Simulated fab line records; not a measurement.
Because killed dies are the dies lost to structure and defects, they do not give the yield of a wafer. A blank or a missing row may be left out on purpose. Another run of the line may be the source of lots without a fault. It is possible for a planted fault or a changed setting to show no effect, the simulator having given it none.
Problem report, 8D (eight disciplines) form, completed by code	flow sky130	the parts of the form that need people (team, actions taken, sign-off) are left out

1. THE ISSUE
killed_at_front_end at SKY_PAD_OPEN_PROBE_99 reads a mean of 51 on 9 wafers of 3 lots; wafers without a fault read 16 with a standard deviation of 5.1. That puts it +6.8 standard deviations away from the usual mean.
The first sign was on wafer L314.1 at day 50 18:18, on prober-02. The record has a number at this step for 27 wafers belonging to 9 lots. Rule for "out" (also "out of limits"): further than 4 standard deviations from the usual mean. Any other wafer with a number is counted as sound.

2. WHAT THIS IS AND IS NOT
question	is	is not
which readings at this step	killed_at_front_end	killed_at_M0_to_M3, killed_at_M4_up, killed_at_contacts, killed_at_other, killed_open, killed_short
which lots	L314, L315, L316	L299, L301, L304, L305, L307, L310
which wafers of those lots	all that have a number	-
read on which tools	prober-01, prober-02	-
when	from day 50 18:18	up to then (18 sound wafers)

3. SUSPECTS, AND WHAT RULES EACH OUT
Counting: a tool at a process step up to the reading stays a suspect if it ran every lot that is out and no sound lot after the first of them.
- lpcvd-02 at SKY_FIELD_ISO_CVD_03 (deposits Si3N4 from DCS/NH3, target thk 165 nm, time 2830 s): kept. Every lot that is out went through it, starting with L314 (day 5 21:07), and after that it ran no sound lot; the last sound lot it ran before then is L310 (day 5 02:13).
Remaining after the count: lpcvd-02 at SKY_FIELD_ISO_CVD_03.

4. THE CAUSE (what the simulator had put in)
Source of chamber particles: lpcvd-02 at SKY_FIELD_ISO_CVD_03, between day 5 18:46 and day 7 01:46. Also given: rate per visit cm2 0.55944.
Counting left only this tool.

5. THE CHAIN OF EFFECTS, in route order
Each row: a reading where the mean over the struck wafers with a number is more than 3 standard deviations away from the usual. Only readings whose record carries a usual standard deviation are examined. hours: median over the lots of the time between each lot's start at the first step of this table that gives one and its start at this step. sigmas: the change, counted in usual standard deviations.
hours	step	reading	usual	on struck wafers	change	sigmas
0	SKY_PAD_OPEN_PROBE_99	killed_at_front_end	16	51	+35	+6.8
Its process steps:
- SKY_PAD_OPEN_PROBE_99

6. HOW IT WOULD HAVE BEEN CAUGHT EARLIER
1080 hours passed between the start of the fault at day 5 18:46 and the first reading out of limits in this record, taken at day 50 18:18.
Tool readings at SKY_FIELD_ISO_CVD_03 with a usual standard deviation given in the record: none out on any struck wafer, hence no alarm at a limit of 4 standard deviations on them.
By day 50 18:18, every lot that is out (3) had started SKY_FIELD_ISO_CVD_03 on lpcvd-02. A hold on the tool at that time would have spared none of them.
